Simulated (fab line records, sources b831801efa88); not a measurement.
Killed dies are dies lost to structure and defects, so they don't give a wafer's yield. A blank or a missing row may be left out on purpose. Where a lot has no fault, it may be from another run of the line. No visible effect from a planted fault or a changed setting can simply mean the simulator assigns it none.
What tool caused it? / flow gf180mcu / 12 lots, 36 wafers sampled, at 1 step of a route of 602

## WHAT EACH GAUGE READ, for each wafer
GF_M2_OVL_MEAS_15.
lot=L075; measured=day 19 06:38; on=overlay-02; M2_OVL (nm)=-1 2 2
lot=L077; measured=day 19 22:59; on=overlay-01; M2_OVL (nm)=1 2 5
lot=L079; measured=day 20 21:22; on=overlay-02; M2_OVL (nm)=-2 -5 1
lot=L081; measured=day 22 01:27; on=overlay-02; M2_OVL (nm)=-2 -4 -12
lot=L083; measured=day 22 17:07; on=overlay-01; M2_OVL (nm)=3 1 -4
lot=L085; measured=day 23 09:00; on=overlay-01; M2_OVL (nm)=-6 -11 -6
lot=L087; measured=day 23 20:48; on=overlay-01; M2_OVL (nm)=-5 -11 -9
lot=L089; measured=day 24 13:41; on=overlay-01; M2_OVL (nm)=2 5 3
lot=L091; measured=day 25 04:13; on=overlay-02; M2_OVL (nm)=10 3 4
lot=L093; measured=day 25 23:00; on=overlay-01; M2_OVL (nm)=-14 -7 -13
lot=L095; measured=day 26 17:48; on=overlay-02; M2_OVL (nm)=-5 -6 -2
lot=L097; measured=day 27 05:01; on=overlay-01; M2_OVL (nm)=-9 -7 -7

## WHICH TOOL RAN EACH LOT (tool, then ch and the chambers of the sampled wafers, then the start)
Record: no process step prior to these readings.

## THE ANSWER, worked out from the rows above alone
Rule: the usual values come from the lots themselves. The widest of any qualifying gaps counts: lots, ordered by their means at a reading, are off when they make up no more than a third of the lots, leave a main group of 4 or more, and stand apart from it by 3 or more times the standard deviation of that group's means. A main group whose means are all the same, to the digits that the tables above print for the reading, isn't used. A lot without any number at a reading at which 4 lots or more have one is off too. The other lots that the step has rows for count as sound.
None of the lots is off at any reading shown; this tells nothing.

## WHAT THE SIMULATOR PUT IN
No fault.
